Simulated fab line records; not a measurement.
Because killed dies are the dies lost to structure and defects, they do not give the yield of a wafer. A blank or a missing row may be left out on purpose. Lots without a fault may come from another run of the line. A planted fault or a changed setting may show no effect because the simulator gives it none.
Chamber matching ; flow gf180mcu ; 4 sister chambers for GF_V3_ETCH_16 on rie_diel-04
The step etches BARC in N2/H2. 14 wafers are shown with their chamber, then 7 later ones without.

WAFERS WITH THEIR CHAMBER
wafer;chamber;drypump_motor_current_A (A);oes_product_au (a.u.);throttle_valve_pct (%)
L106.1;2;5.9;0.862;13.217
L106.4;3;6.0;0.853;13.228
L106.5;2;5.9;0.857;13.212
L109.2;3;6.1;0.845;13.224
L109.4;1;6.0;0.848;13.207
L109.5;2;5.9;0.850;13.226
L122.2;0;6.4;0.858;13.221
L122.3;2;5.9;0.848;13.207
L122.4;2;5.9;0.858;13.232
L123.3;1;5.9;0.855;13.232
L123.5;0;6.4;0.855;13.211
L123.6;1;5.9;0.867;13.209
L124.3;2;5.9;0.849;13.223
L124.5;3;6.1;0.839;13.234

SIGNATURES (means of the wafers above)
reading;chamber 0;chamber 1;chamber 2;chamber 3;scatter within a chamber
drypump_motor_current_A;6.400;5.933;5.900;6.067;0.0365
oes_product_au;0.85650;0.85667;0.85400;0.84567;0.00674
throttle_valve_pct;13.21600;13.21600;13.21950;13.22867;0.00957
Rule: for each reading, subtract the chamber's mean from the wafer's reading, divide by that reading's scatter and square the result; add these up over the readings and take the root, which gives the wafer's distance from the chamber. The wafer belongs to the nearest chamber; if the next one is less than 2 further off, it can't be placed. The scatter: take each reading less its chamber's mean, square it, sum over the shown wafers, divide by the number of wafers less the number of chambers, and take the root.

WAFERS WHOSE CHAMBER IS MISSING
wafer;drypump_motor_current_A (A);oes_product_au (a.u.);throttle_valve_pct (%)
L124.6;5.9;0.851;13.238
L126.2;5.8;0.856;13.225
L126.4;6.1;0.849;13.231
L126.6;5.8;0.853;13.249
L127.2;5.9;0.857;13.221
L127.3;6.1;0.850;13.211
L127.6;6.4;0.859;13.226

THE CHAMBER EACH PASSED THROUGH
wafer;from the rows above;in truth
L124.6;can't be placed: 2 or 1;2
L126.2;can't be placed: 2 or 1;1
L126.4;3;3
L126.6;can't be placed: 2 or 1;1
L127.2;can't be placed: 2 or 1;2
L127.3;3;3
L127.6;0;0
Correctly placed: 3 of 7. Can't be placed from these rows: 4 (the true chamber is among the candidates in 4). 0 placed wrongly.
